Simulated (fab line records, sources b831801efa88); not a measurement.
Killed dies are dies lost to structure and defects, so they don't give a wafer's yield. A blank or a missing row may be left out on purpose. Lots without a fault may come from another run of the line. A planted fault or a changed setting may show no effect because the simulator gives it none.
A sampling plan put to the test | flow sky130 | one fab line, 14 faults that these records tell of, each judged on the records of the lots that it struck
The plan is the line's own looks: the steps of the route at which a gauge or an inspection reads the wafer and doesn't change it. A look can be judged if struck wafers have a number there and the file gives its usual mean and standard deviation on fault-free wafers. Caught: at a look after the fault's first step, the mean of the struck wafers lies 4 or more of those standard deviations (sigma) from the usual mean. On the tool: the same test on the tool's own readings at the fault's steps. Another recipe on the struck wafers, or a record that is blank for them alone, also counts as caught.

THE FAULTS, as the simulator had put them in
1. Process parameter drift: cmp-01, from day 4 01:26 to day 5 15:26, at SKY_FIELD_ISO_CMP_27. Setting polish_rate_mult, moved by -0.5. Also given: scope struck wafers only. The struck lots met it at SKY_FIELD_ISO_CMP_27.
2. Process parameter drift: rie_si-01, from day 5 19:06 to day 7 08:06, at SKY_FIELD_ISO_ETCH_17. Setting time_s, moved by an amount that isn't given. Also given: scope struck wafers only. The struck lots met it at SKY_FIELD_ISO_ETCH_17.
3. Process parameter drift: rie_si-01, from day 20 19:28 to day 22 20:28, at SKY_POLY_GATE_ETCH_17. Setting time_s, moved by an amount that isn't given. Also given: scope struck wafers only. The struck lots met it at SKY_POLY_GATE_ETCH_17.
4. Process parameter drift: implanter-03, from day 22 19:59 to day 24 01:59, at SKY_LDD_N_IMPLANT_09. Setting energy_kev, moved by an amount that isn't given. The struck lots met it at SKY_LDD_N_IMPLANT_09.
5. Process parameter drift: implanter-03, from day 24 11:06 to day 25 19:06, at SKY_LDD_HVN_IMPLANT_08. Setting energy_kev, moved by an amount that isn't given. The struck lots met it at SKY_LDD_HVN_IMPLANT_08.
6. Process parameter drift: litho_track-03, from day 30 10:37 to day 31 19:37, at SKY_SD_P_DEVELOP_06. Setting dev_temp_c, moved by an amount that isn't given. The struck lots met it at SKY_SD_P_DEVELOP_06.
7. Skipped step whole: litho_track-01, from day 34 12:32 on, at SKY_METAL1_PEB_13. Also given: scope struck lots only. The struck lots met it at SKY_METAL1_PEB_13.
8. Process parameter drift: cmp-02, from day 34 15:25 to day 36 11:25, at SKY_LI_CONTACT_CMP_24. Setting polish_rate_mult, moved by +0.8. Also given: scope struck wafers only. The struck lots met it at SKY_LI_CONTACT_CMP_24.
9. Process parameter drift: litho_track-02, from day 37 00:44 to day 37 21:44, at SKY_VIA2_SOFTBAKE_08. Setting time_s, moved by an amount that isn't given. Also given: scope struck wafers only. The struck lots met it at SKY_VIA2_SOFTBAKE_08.
10. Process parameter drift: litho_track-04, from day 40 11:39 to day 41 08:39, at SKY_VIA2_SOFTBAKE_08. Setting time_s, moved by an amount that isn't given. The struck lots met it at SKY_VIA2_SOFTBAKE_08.
11. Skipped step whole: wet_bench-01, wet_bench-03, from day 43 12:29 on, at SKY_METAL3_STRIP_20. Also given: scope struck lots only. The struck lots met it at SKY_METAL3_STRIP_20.
12. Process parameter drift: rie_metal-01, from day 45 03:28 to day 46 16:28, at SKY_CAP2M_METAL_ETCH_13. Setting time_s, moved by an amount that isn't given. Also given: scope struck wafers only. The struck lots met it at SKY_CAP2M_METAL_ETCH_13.
13. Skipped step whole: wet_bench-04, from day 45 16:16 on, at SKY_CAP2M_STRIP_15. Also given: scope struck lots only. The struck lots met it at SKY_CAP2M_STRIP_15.
14. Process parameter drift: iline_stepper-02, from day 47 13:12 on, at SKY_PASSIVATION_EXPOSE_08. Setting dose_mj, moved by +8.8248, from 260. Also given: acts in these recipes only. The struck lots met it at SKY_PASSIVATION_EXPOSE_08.

WHAT THE PLAN SAW
fault | on the tool itself                               | first look that catches it                      | reading, sigma | median hours from its first step to that look | hours from the fault's start to the first struck lot there | judged looks passed uncaught
1     | time_to_endpoint_s +30 sigma                     | no look after it can be judged                  | -              | -                                             | -                                                          | 0
2     | run_length_s +29 sigma                           | none of the 2 looks that can be judged after it | -              | -                                             | -                                                          | 2
3     | run_length_s +8.9 sigma                          | no look after it can be judged                  | -              | -                                             | -                                                          | 0
4     | beam_energy_keV -99 or beyond sigma              | not the one look that can be judged after it    | -              | -                                             | -                                                          | 1
5     | beam_energy_keV -99 or beyond sigma              | none of the 2 looks that can be judged after it | -              | -                                             | -                                                          | 2
6     | developer_temp_C +6.1 sigma                      | no look after it can be judged                  | -              | -                                             | -                                                          | 0
7     | no reading that can be judged                    | no look after it can be judged                  | -              | -                                             | -                                                          | 0
8     | time_to_endpoint_s -11 sigma                     | no look after it can be judged                  | -              | -                                             | -                                                          | 0
9     | run_length_s -56 sigma                           | no look after it can be judged                  | -              | -                                             | -                                                          | 0
10    | run_length_s -21 sigma                           | no look after it can be judged                  | -              | -                                             | -                                                          | 0
11    | the tool's record is blank for the struck wafers | not the one look that can be judged after it    | -              | -                                             | -                                                          | 1
12    | run_length_s -6.5 sigma                          | no look after it can be judged                  | -              | -                                             | -                                                          | 0
13    | the tool's record is blank for the struck wafers | not the one look that can be judged after it    | -              | -                                             | -                                                          | 1
14    | exposure_dose_mJ_cm2 +37 sigma                   | no look after it can be judged                  | -              | -                                             | -                                                          | 0
A dash: the fault isn't caught, or these records don't give the number.

Caught at a look: 0 of 14. Caught on the tool: 13 of 14. By one or the other: 13 of 14.
Caught on the tool alone: faults 1, 2, 3, 4, 5, 6, 8, 9, 10, 11, 12, 13, 14.
Caught by neither: fault 7.
